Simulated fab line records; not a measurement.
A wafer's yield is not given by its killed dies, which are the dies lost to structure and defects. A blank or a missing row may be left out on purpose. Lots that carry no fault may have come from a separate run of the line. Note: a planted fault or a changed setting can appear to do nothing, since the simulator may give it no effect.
fab line records	flow sky130
record lots=11	wafers=33	lastDay=50
route steps=708 shown SONOS_ONO@173 GATE_OXIDE@188 POLY_GATE@205
lots with no fault: from the same line, run without faults
startH: hours from the record's first day to the start of the lot's first wafer shown	waitH: how many hours have passed since the lot's step before this one	" repeats the value in the row above	L1.1+2: a single row standing in for several wafers	- no value, or no start was given	* or withheld: withheld	< > ~ a bound
route shown NAME@n: names a module that has steps shown in the file, with the first one's number in the route	usual: average and standard deviation across the fault-free wafers	same: alike in all rows	chamber/n: place in a boat	sites: readings site by site	_std_site: the standard deviation of these	_edge_site: the outer-site mean with the inner-site mean subtracted	radiusMm: for every site, how far away it sits from the centre of the wafer	mask NAME#n: copy n	behind: the most recent tool/chamber to have shaped the wafer	hold: cause of the lot's hold/its duration in hours/its outcome	device: whichever transistor did not switch (one of n, p or np)	end of line: the same wafers' tests at the end of the route	a step with no rows: only its recipe	killed: count of dies lost to structure and defects at first sort (not the wafer's yield)	map: the dies of a wafer, with x for killed, . for not killed, _ for no die there
set.NAME: the setting as run; set.NAME@STEP: as run at that earlier step	model.NAME: the simulator's own value behind a step, which no gauge read
route steps across a sampled set of lots; one table per step, one row per wafer
services: when a tool's chamber went out of use (startH, in hours from the record's first day, below 0 if earlier), for how many hours, and the reason
## steps
# step SKY_SONOS_ONO_THK_MEAS_05
# recipe reads=SiO2_of_SONOS_ONO_CVD_04
# usual SONOS_ONO_CVD_04_THK=5.73/0.13
lot.wafer	tool	chamber	startH	waitH	SONOS_ONO_CVD_04_THK[nm]
L103.1	filmMetro-03	-	256.08	0.0	5.52
L103.4	"	-	"	"	5.59
L103.6	"	-	"	"	5.63
L104.4	filmMetro-03	-	269.57	0.0	5.68
L104.5	"	-	"	"	5.67
L104.6	"	-	"	"	5.69
L107.2	filmMetro-03	-	291.59	0.0	5.72
L107.3	"	-	"	"	5.72
L107.4	"	-	"	"	5.78
L109.3	filmMetro-02	-	307.15	0.0	5.94
L109.5	"	-	"	"	5.82
L109.6	"	-	"	"	5.76
L111.2	filmMetro-02	-	314.98	0.0	5.80
L111.4	"	-	"	"	5.81
L111.5	"	-	"	"	5.67
L113.1	filmMetro-02	-	327.04	0.0	5.76
L113.2	"	-	"	"	5.67
L113.4	"	-	"	"	5.61
L114.3	filmMetro-02	-	338.17	0.0	6.03
L114.4	"	-	"	"	6.02
L114.5	"	-	"	"	6.09
L115.1	filmMetro-01	-	342.10	0.0	5.75
L115.3	"	-	"	"	5.62
L115.4	"	-	"	"	5.66
L123.1	filmMetro-01	-	411.44	0.0	5.72
L123.2	"	-	"	"	5.65
L123.4	"	-	"	"	5.79
L124.1	filmMetro-02	-	423.36	0.0	5.74
L124.4	"	-	"	"	5.59
L124.5	"	-	"	"	5.65
L125.1	filmMetro-03	-	428.21	0.0	5.78
L125.2	"	-	"	"	5.70
L125.4	"	-	"	"	5.73
# step SKY_GATE_OXIDE_OXIDATION_01
# recipe tempC=900	ambient=O2	stabiliseS=600	purgeS=300	targetThkA=102.68	oxTimeS=1473
# usual spikeTcBottomC=917/3.8	spikeTcCentreC=901.0/1	spikeTcLowerC=900.8/1	spikeTcTopC=908.4/2.8	spikeTcUpperC=901.0/1.2	tubeCenterTempC=899.99/0.083	tube_center_temp_C_max=902.4/0.4	zonePowerCentrePct=16.9/1.3	zonePowerLowerPct=18.74/0.22
lot.wafer	tool	chamber	startH	waitH	spikeTcBottomC	spikeTcCentreC	spikeTcLowerC	spikeTcTopC	spikeTcUpperC	tubeCenterTempC	tube_center_temp_C_max	zonePowerCentrePct	zonePowerLowerPct
L103.1	furnace-01	0	281.56	2.8	916	900.9	901.3	909.8	901.1	900.02	902.1	18.0	19.06
L103.4	"	0	"	"	915	899.8	900.9	911.6	900.1	899.97	902.5	18.0	18.71
L103.6	"	0	"	"	914	900.5	900.8	909.9	899.6	899.94	902.0	18.1	18.80
L104.4	furnace-01	0	298.42	5.5	914	900.7	901.2	912.1	901.4	899.98	902.0	18.4	19.15
L104.5	"	0	"	"	913	900.2	901.3	911.0	899.4	899.93	902.6	18.2	18.70
L104.6	"	0	"	"	913	901.2	901.1	910.9	900.2	900	902.2	18.0	19.09
L107.2	furnace-02	0	317.26	0.9	921	900.5	899.0	907.3	901.4	899.98	901.7	15.5	18.47
L107.3	"	0	"	"	921	901.1	899.0	906.3	902.6	899.99	902.4	15.7	18.57
L107.4	"	0	"	"	923	903.2	898.5	906.6	900.6	899.93	902.0	15.2	18.88
L109.3	furnace-01	0	333.36	0.0	915	900.9	899.5	910.9	901.6	899.87	901.8	18.1	18.76
L109.5	"	0	"	"	916	902.1	901.2	911.1	900.0	900.04	902.2	18.2	18.85
L109.6	"	0	"	"	914	902.4	900.7	911.5	900.6	899.99	902.0	17.8	18.69
L111.2	furnace-01	0	341.73	0.6	912	901.8	899.4	912.1	899.0	899.99	902.5	18.0	18.85
L111.4	"	0	"	"	915	899.4	902.3	909.0	900.3	899.86	902.5	17.8	18.78
L111.5	"	0	"	"	916	899.7	899.2	910.1	900.5	900.01	902.4	18.1	19.12
L113.1	furnace-01	0	354.86	0.8	933	919.9	917.5	928.5	917.7	917.63	919.6	19.2	19.45
L113.2	"	0	"	"	932	917.1	920.2	928.1	918.3	917.59	919.7	19.0	19.81
L113.4	"	0	"	"	932	917.6	917.6	928.0	920.5	917.54	920.2	18.8	19.88
L114.3	furnace-01	0	367.55	2.0	931	919.0	919.1	925.4	918.5	917.59	919.9	18.5	19.43
L114.4	"	0	"	"	931	919.7	918.1	927.3	917.4	917.54	920.0	18.8	19.63
L114.5	"	0	"	"	932	918.5	917.9	927.7	920.7	917.47	919.7	18.7	19.65
L115.1	furnace-02	0	371.05	1.3	923	900.9	899.9	904.9	901.9	899.93	902.4	15.3	18.26
L115.3	"	0	"	"	923	900.7	902.1	904.1	900.6	899.95	902.9	15.0	18.74
L115.4	"	0	"	"	921	898.8	901.8	904.6	903.9	900.1	902.1	15.3	18.59
L123.1	furnace-01	0	443.18	1.4	914	901.0	901.9	911.6	901.3	899.82	902.9	17.9	18.98
L123.2	"	0	"	"	915	902.6	901.1	910.7	902.6	899.96	901.8	18.3	18.92
L123.4	"	0	"	"	916	900.1	899.6	910.9	899.5	900.12	902.4	17.9	19.03
L124.1	furnace-01	0	455.31	0.6	916	899.8	900.8	911.4	898.5	900.12	903.3	18.2	18.64
L124.4	"	0	"	"	916	901.1	901.3	910.4	901.7	900.08	903.1	18.2	19.31
L124.5	"	0	"	"	913	901.7	903.0	911.3	902.0	899.9	902.3	18.0	19.10
L125.1	furnace-01	0	459.00	0.0	914	899.6	900.2	908.3	902.9	899.99	902.8	18.5	18.84
L125.2	"	0	"	"	915	900.7	899.2	912.0	900.6	899.96	902.7	18.1	19.15
L125.4	"	0	"	"	916	899.9	900.9	911.8	902.7	900.03	902.7	18.1	18.90
# step SKY_GATE_OXIDE_THK_MEAS_02
# recipe reads=SiO2_of_GATE_OXIDE_OXIDATION_01
# usual GATE_OXIDE_OXIDATION_00_THK=10.20/0.19
lot.wafer	tool	chamber	startH	waitH	hold	GATE_OXIDE_OXIDATION_00_THK[nm]
L103.1	filmMetro-04	-	282.96	0.0	-	10.31
L103.4	"	-	"	"	-	10.29
L103.6	"	-	"	"	-	10.13
L104.4	filmMetro-01	-	299.86	0.0	-	10.31
L104.5	"	-	"	"	-	10.49
L104.6	"	-	"	"	-	10.55
L107.2	filmMetro-04	-	318.68	0.0	-	10.07
L107.3	"	-	"	"	-	10.26
L107.4	"	-	"	"	-	10.24
L109.3	filmMetro-01	-	334.79	0.0	-	10.02
L109.5	"	-	"	"	-	10.26
L109.6	"	-	"	"	-	10.10
L111.2	filmMetro-02	-	343.15	0.0	-	10.26
L111.4	"	-	"	"	-	10.27
L111.5	"	-	"	"	-	10.15
L113.1	filmMetro-04	-	356.27	0.0	awaitDispo/0.2h/release	12.43
L113.2	"	-	"	"	awaitDispo/0.2h/release	12.43
L113.4	"	-	"	"	awaitDispo/0.2h/release	12.46
L113.1	filmMetro-04	-	356.49	0.2	-	12.46
L113.2	"	-	"	"	-	12.43
L113.4	"	-	"	"	-	12.46
L114.3	filmMetro-04	-	368.97	0.0	awaitDispo/0.2h/release	12.30
L114.4	"	-	"	"	awaitDispo/0.2h/release	12.37
L114.5	"	-	"	"	awaitDispo/0.2h/release	12.07
L114.3	filmMetro-04	-	369.25	0.3	-	12.28
L114.4	"	-	"	"	-	12.36
L114.5	"	-	"	"	-	12.10
L115.1	filmMetro-04	-	372.46	0.0	-	9.99
L115.3	"	-	"	"	-	10.12
L115.4	"	-	"	"	-	10.27
L123.1	filmMetro-04	-	444.59	0.0	-	9.93
L123.2	"	-	"	"	-	10.02
L123.4	"	-	"	"	-	9.95
L124.1	filmMetro-02	-	456.72	0.0	-	10.07
L124.4	"	-	"	"	-	9.99
L124.5	"	-	"	"	-	9.94
L125.1	filmMetro-04	-	460.41	0.0	-	10.29
L125.2	"	-	"	"	-	10.52
L125.4	"	-	"	"	-	10.25
# step SKY_GATE_OXIDE_STRIP_13
# recipe chemistry=O2/N2	powerW=1400	pressureMtorr=1500	platenTempC=withheld	o2FlowSccm=3000	n2FlowSccm=300	overashFraction=0.5
# usual drypumpMotorCurrentA=5.67/0.21	oesProductAu=0.716/0.0046	stripTimeToEndpointS=14.19/0.034
lot.wafer	tool	chamber	startH	waitH	drypumpMotorCurrentA	oesProductAu	rfHoursCounterH	stripTimeToEndpointS
L103.1	plasmaAsher-01	1	307.43	0.0	5.98	0.709	64	14.19
L103.4	"	0	"	"	5.46	0.715	-	14.14
L103.6	"	0	"	"	5.45	0.719	-	14.17
L104.4	plasmaAsher-04	0	324.66	0.0	5.66	0.716	-	14.15
L104.5	"	0	"	"	5.68	0.722	-	14.24
L104.6	"	1	"	"	5.42	0.719	-	14.21
L107.2	plasmaAsher-04	1	345.03	0.0	5.44	0.716	23	14.14
L107.3	"	1	"	"	5.46	0.718	-	14.15
L107.4	"	0	"	"	5.65	0.719	-	14.16
L109.3	plasmaAsher-04	1	362.31	0.0	5.43	0.712	-	14.25
L109.5	"	0	"	"	5.69	0.721	-	14.21
L109.6	"	1	"	"	5.41	0.709	-	14.23
L111.2	plasmaAsher-01	1	371.37	0.0	5.95	0.714	71	14.22
L111.4	"	0	"	"	5.46	0.717	-	14.25
L111.5	"	1	"	"	5.96	0.719	-	14.26
L113.1	plasmaAsher-01	1	384.96	0.0	5.98	0.718	72	14.18
L113.2	"	0	"	"	5.46	0.716	72	14.19
L113.4	"	0	"	"	5.46	0.715	-	14.21
L114.3	plasmaAsher-01	0	397.31	0.0	5.47	0.717	-	14.20
L114.4	"	1	"	"	5.99	0.713	-	14.19
L114.5	"	0	"	"	5.45	0.717	-	14.22
L115.1	plasmaAsher-03	1	401.85	0.0	5.69	0.709	66	14.17
L115.3	"	1	"	"	5.70	0.711	-	14.25
L115.4	"	0	"	"	5.62	0.719	-	14.22
L123.1	plasmaAsher-03	1	476.42	0.0	5.67	0.722	5	14.19
L123.2	"	0	"	"	5.60	0.715	5	14.26
L123.4	"	0	"	"	5.63	0.713	-	14.19
L124.1	plasmaAsher-01	0	487.58	0.0	5.46	0.718	83	14.13
L124.4	"	0	"	"	5.46	0.717	-	14.18
L124.5	"	0	"	"	5.45	0.717	-	14.15
L125.1	plasmaAsher-03	0	491.57	0.0	5.64	0.710	6	14.24
L125.2	"	1	"	"	5.67	0.717	6	14.20
L125.4	"	1	"	"	5.71	0.715	-	14.19
# step SKY_POLY_GATE_THK_MEAS_01
# recipe reads=poly-Si_of_POLY_GATE_CVD_00
# usual POLY_GATE_CVD_00_THK=180.3/1.6
lot.wafer	tool	chamber	startH	waitH	POLY_GATE_CVD_00_THK[nm]
L103.1	filmMetro-04	-	312.44	0.0	179.2
L103.4	"	-	"	"	179.0
L103.6	"	-	"	"	179.2
L104.4	filmMetro-04	-	329.10	0.0	179.0
L104.5	"	-	"	"	180.9
L104.6	"	-	"	"	181.8
L107.2	filmMetro-03	-	349.30	0.0	183.5
L107.3	"	-	"	"	182.3
L107.4	"	-	"	"	183.5
L109.3	filmMetro-04	-	365.24	0.0	178.8
L109.5	"	-	"	"	179.4
L109.6	"	-	"	"	178.3
L111.2	filmMetro-02	-	376.72	0.0	177.1
L111.4	"	-	"	"	178.1
L111.5	"	-	"	"	178.8
L113.1	filmMetro-03	-	392.11	0.0	179.9
L113.2	"	-	"	"	181.4
L113.4	"	-	"	"	180.1
L114.3	filmMetro-02	-	403.24	0.0	181.0
L114.4	"	-	"	"	181.7
L114.5	"	-	"	"	179.6
L115.1	filmMetro-04	-	404.79	0.0	180.0
L115.3	"	-	"	"	180.6
L115.4	"	-	"	"	179.3
L123.1	filmMetro-03	-	479.36	0.0	180.5
L123.2	"	-	"	"	180.9
L123.4	"	-	"	"	179.9
L124.1	filmMetro-04	-	490.52	0.0	179.3
L124.4	"	-	"	"	180.0
L124.5	"	-	"	"	177.9
L125.1	filmMetro-04	-	494.52	0.0	180.8
L125.2	"	-	"	"	181.3
L125.4	"	-	"	"	180.0
## services
tool	chamber	startH	hours	kind
furnace-02	-	294.66	5.2	pm
furnace-02	-	299.89	3.2	pm
furnace-01	-	303.89	3.1	pm
plasmaAsher-03	-	322.64	28.1	pm
furnace-01	-	373.10	3.2	pm
plasmaAsher-03	-	394.04	3.6	repair
plasmaAsher-03	-	396.44	2.7	repair
plasmaAsher-03	-	421.25	9.0	pm
plasmaAsher-03	0	421.25	9.0	ventCycle
plasmaAsher-03	1	421.25	9.0	ventCycle
plasmaAsher-03	0	430.25	-	clean
plasmaAsher-03	1	430.25	-	clean
furnace-02	-	441.49	4.4	pm
## key
firstSign step=SKY_GATE_OXIDE_OXIDATION_01	reading=tubeCenterTempC	direction=up	sigmas=99+	usual=*	struck=*
effect step=SKY_GATE_OXIDE_OXIDATION_01	reading=tube_center_temp_C_max	direction=up	sigmas=43	usual=*	struck=*
effect step=SKY_GATE_OXIDE_THK_MEAS_02	reading=visit	direction=added
effect step=SKY_GATE_OXIDE_THK_MEAS_02	reading=GATE_OXIDE_OXIDATION_00_THK	direction=up	sigmas=11	usual=10.20	struck=12.34
metAt SKY_GATE_OXIDE_OXIDATION_01
struckLots L113,L114
testerLeftOut L113,L114
notActingAt SKY_SONOS_ONO_THK_MEAS_05,SKY_GATE_OXIDE_STRIP_13,SKY_POLY_GATE_THK_MEAS_01
onsetBetween 341.73 354.86
fault kind=processParameterDrift	tool=furnace-01	chamber=-	onsetH=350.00	steps=SKY_GATE_OXIDE_OXIDATION_01	channel=tempC	offset=*	shape=step	endH=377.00	actsIn=*	stated=*
# testerLeftOut: of these lots the tester's yield and bins aren't shown, on N5 and GAA mostly nor the transistor test; their killed dies are dies lost to structure and defects alone, not to doping, threshold or leakage, so they don't give the yield
